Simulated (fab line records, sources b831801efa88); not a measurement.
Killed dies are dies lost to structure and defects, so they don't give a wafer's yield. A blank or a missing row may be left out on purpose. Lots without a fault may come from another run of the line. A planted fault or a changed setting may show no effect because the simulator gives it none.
A struck lot beside a sound one | flow sky130 | 34 steps out of a route of 708
Sound: wafers L136.2, L136.4, L136.6. Struck: wafers L140.3, L140.4, L140.5. The cause comes at the end.
At each step with rows: each side's tool, then ch and its chambers, then its first start. Under that, the readings that differ: sound wafers | struck wafers | difference of the means | sigmas: that difference in standard deviations of wafers without a fault.
alike: readings whose means differ by less than 2 such deviations, and words and numbers that are the same on both sides. not compared: withheld readings, readings that some wafer has no value for, bounds like >300 that may hide the same value, and numbers for which the record gives no deviation and whose values overlap.
The two part at a step that has a row with sigmas, a row that says differs or no value, or rows on one side only. Numbers that don't overlap but have no deviation are shown without sigmas and don't part them. A reading that every wafer of one side lacks parts them only if that side has two wafers or more.

first, 7 steps without rows for these wafers: SKY_SONOS_TUNNEL_DEVELOP_06 (develop time 60 s); SKY_SONOS_TUNNEL_IMPLANT_09; SKY_SONOS_TUNNEL_WET_ETCH_10 (etches SiO2 in dHF, target depth 14 nm, time 280 s); SKY_SONOS_TUNNEL_STRIP_11 (strips in SPM, time 600 s); SKY_SONOS_TUNNEL_CLEAN_13 (cleans in dHF, time 20 s); SKY_SONOS_ONO_OXIDATION_00 (stabilise 600 s, purge 300 s, target thk 2.6 nm); SKY_SONOS_ONO_CVD_02 (deposits Si3N4 from DCS/NH3, target thk 10.5 nm, time 180 s).
SKY_SONOS_ONO_CVD_04: deposits SiO2 from SiH4/N2O, target thk 5.7199 nm.
  sound on lpcvd-03 ch 1, day 15 00:40; struck on lpcvd-03 ch 0, day 16 10:54
  reading                                    | sound             | struck            | difference | sigmas
  model.SiO2_of_SONOS_ONO_CVD_04.thk_nm (nm) | 5.745 5.692 5.782 | 6.499 6.518 6.381 | +0.726     |
SKY_SONOS_ONO_THK_MEAS_05:
  sound on film_metro-04, day 15 01:55; struck on film_metro-04, day 16 12:10
  reading                   | sound          | struck         | difference | sigmas
  SONOS_ONO_CVD_04_THK (nm) | 5.76 5.72 5.77 | 6.47 6.51 6.38 | +0.70      | +8
then, 23 steps without rows for these wafers: SKY_SONOS_ONO_DEHYDRATE_06 (time 60 s); SKY_SONOS_ONO_HMDS_07 (prime time 60 s); SKY_SONOS_ONO_COAT_08 (resist thk 1140 nm); SKY_SONOS_ONO_SOFTBAKE_09 (time 60 s); SKY_SONOS_ONO_EXPOSE_10 (exposes mask ONOM, target cd 410 nm); SKY_SONOS_ONO_PEB_11; SKY_SONOS_ONO_DEVELOP_12 (develop time 60 s); SKY_SONOS_ONO_ETCH_15 (etches the open film in CHF3/O2, target depth 19.52 nm, time 7.8 s); SKY_SONOS_ONO_WET_ETCH_16 (etches SiO2 in dHF, target depth 14 nm, time 280 s); SKY_SONOS_ONO_STRIP_17 (strips in O2/N2); SKY_SONOS_ONO_WET_ETCH_18 (etches Si3N4 in H3PO4, target depth 15 nm, time 172 s); SKY_GATE_OXIDE_CLEAN_00 (cleans in SC1/SC2, time 150 s); SKY_GATE_OXIDE_OXIDATION_01 (stabilise 600 s, purge 300 s, target thk 10.268 nm); SKY_GATE_OXIDE_DEHYDRATE_03 (time 60 s); SKY_GATE_OXIDE_HMDS_04 (prime time 60 s); SKY_GATE_OXIDE_COAT_05 (resist thk 1140 nm); SKY_GATE_OXIDE_SOFTBAKE_06 (time 60 s); SKY_GATE_OXIDE_EXPOSE_07 (exposes mask LVOM, target cd 600 nm); SKY_GATE_OXIDE_PEB_08; SKY_GATE_OXIDE_DEVELOP_09 (develop time 60 s); SKY_GATE_OXIDE_IMPLANT_11; SKY_GATE_OXIDE_WET_ETCH_12 (etches SiO2 in dHF, target depth 16.8 nm, time 336 s); SKY_GATE_OXIDE_STRIP_13 (strips in O2/N2).
-- the record jumps here: 3 days lie between the struck wafers' starts before and after --
SKY_GATE_OXIDE_CLEAN_15: cleans in SC1/SC2, time 150 s.
  sound on wet_bench-02 ch 3, day 17 12:14; struck on wet_bench-03 ch 1, day 19 02:14
  reading                                    | sound             | struck            | difference | sigmas
  model.SiO2_of_SONOS_ONO_CVD_04.thk_nm (nm) | 4.228 4.176 4.262 | 4.981 4.998 4.865 | +0.726     |
-- the record jumps here: 30 days lie between the struck wafers' starts before and after (it left off in module GATE_OXIDE and takes up again in module PAD_OPEN, whose first step shown is number 708 of the route) --
SKY_PAD_OPEN_PROBE_99:
  sound on prober-02, day 48 13:19; struck on prober-02, day 49 11:23
  reading                               | sound                | struck               | difference | sigmas
  model.etest.sonos_erased.drive_ua_um  | 194.9 217.5 199.6    | 170.8 156.3 136.9    | -49.3      |
  model.etest.cap_ono.gate_log10_a_cm2  | -7.952 -7.962 -8.081 | -8.939 -8.82 -8.705  | -0.823     |
  model.etest.cap_ono.tox_acc_nm (nm)   | 12.93 12.91 13.04    | 13.66 13.6 13.45     | +0.61      |
  model.etest.sonos_programmed.vt_v (V) | 1.516 1.51 1.45      | 1.025 1.058 1.168    | -0.408     |
  model.etest.sonos_erased.vt_v (V)     | -2.239 -2.276 -2.209 | -1.958 -1.966 -1.993 | +0.269     |
  alike: killed_at_M0_to_M3, killed_at_M4_up, killed_at_contacts, killed_at_front_end, killed_at_other, killed_dies, killed_open, killed_short
  not compared: model.etest.sonos_uncharged.r_on_ohm_um, model.etest.sonos_programmed.off_log10_a_um, model.etest.cap_ono.gate_bv_v

WHERE THEY PART
Only at SKY_SONOS_ONO_THK_MEAS_05, within this record. Later steps at which nothing parts them and some readings are alike: SKY_PAD_OPEN_PROBE_99.

WHY: what the simulator had put in
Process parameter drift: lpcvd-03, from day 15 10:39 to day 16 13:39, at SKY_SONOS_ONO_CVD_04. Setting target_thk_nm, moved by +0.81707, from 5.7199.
